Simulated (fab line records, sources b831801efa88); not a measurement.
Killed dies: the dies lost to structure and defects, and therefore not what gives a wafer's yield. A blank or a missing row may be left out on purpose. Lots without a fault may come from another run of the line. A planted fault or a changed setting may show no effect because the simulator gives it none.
One fault seen from 2 desks	flow gf180mcu	each desk holds nothing but its own numbers, with what lay behind them at the end

== THE TOOL OWNER'S DESK: rie si-02 ==
The tool's own readings at GF_POLY_GATE_ETCH_13 (etches poly-Si in HBr/Cl2, stops on SiO2, target depth 198.5 nm, time 69.6 s): means of the sampled wafers that have a number, for each lot that ran on this tool. Marked OUT: a lot whose mean sits more than 4 standard deviations from the usual mean, which makes it out of limits; the brackets give that distance.
Columns: A = bias w at GF_POLY_GATE_ETCH_13, usual 100.0 W; B = drypump motor current A at GF_POLY_GATE_ETCH_13, usual 6.00 A; C = oes product au at GF_POLY_GATE_ETCH_13, usual 0.989 a.u.; D = throttle valve pct at GF_POLY_GATE_ETCH_13, usual 33.684 %
lot	first seen here	A	B	C	D
L431	day 8 23:41	100.0	6.00	0.985	33.675
L433	day 9 07:37	100.0	6.14	0.991	33.693
L434	day 9 14:08	99.9	5.91	0.984	33.680
L435	day 9 23:13	100.2	6.07	0.989	33.687
L440	day 11 11:07	100.0	6.14	0.987	33.689
L441	day 11 13:13	94.1 (-19) OUT	6.28	0.978	33.686
L442	day 11 20:29	93.6 (-21) OUT	6.03	0.993	33.684
L444	day 12 17:46	94.2 (-19) OUT	6.13	0.982	33.682
L452	day 15 07:10	100.1	5.88	0.993	33.680
This desk's verdict: out of limits on L441, L442, L444, starting with L441 at day 11 13:13 (bias w at GF_POLY_GATE_ETCH_13). In limits: L431, L433, L434, L435, L440, L452.

== FROM THE METROLOGY DESK ==
What the gauges read for every lot (on any tool): the sampled wafers with a number, averaged. Marked OUT: a lot whose mean sits more than 4 standard deviations from the usual mean, which makes it out of limits; the brackets give that distance.
Columns: A = NSD_RS at GF_PSD_RS_MEAS_14, usual 46.14 ohm/sq; B = SALICIDE_TIN_THK at GF_SALICIDE_THK_MEAS_05, usual 20.1 nm
lot	first seen here	A	B
L431	day 14 00:28	46.15	19.8
L433	day 14 13:01	46.11	20.5
L434	day 14 18:42	46.14	19.9
L435	day 15 06:11	46.22	20.2
L437	day 15 18:52	46.18	20.0
L438	day 16 07:20	46.00	20.3
L440	day 17 08:04	46.17	20.2
L441	day 17 08:33	46.14	19.7
L442	day 17 15:29	46.15	20.4
L443	day 17 21:54	46.10	20.1
L444	day 18 18:10	46.18	19.9
L451	day 20 21:40	46.20	19.6
L452	day 21 11:41	46.10	20.2
L454	day 22 01:21	46.28	19.8
This desk's verdict: no lot among the 14 shows anything out of limits.

== PUT TOGETHER ==
An alarm could have come from the tool owner's desk at day 11 13:13, on L441, L442, L444.
The metrology desk saw nothing out of limits.
The metrology desk has L441, L442, L444 on record, within its limits.
On rie si-02, each named lot ran GF_POLY_GATE_ETCH_13.

== WHAT THE SIMULATOR PUT IN ==
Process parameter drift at GF_POLY_GATE_ETCH_13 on rie si-02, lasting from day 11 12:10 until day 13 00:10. The setting bias w was moved by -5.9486, starting from 100. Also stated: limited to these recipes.
Shown lots that were struck: L441, L442, L444.
Each desk's first reading out of limits, in hours after the fault started: the tool owner's desk, 1.
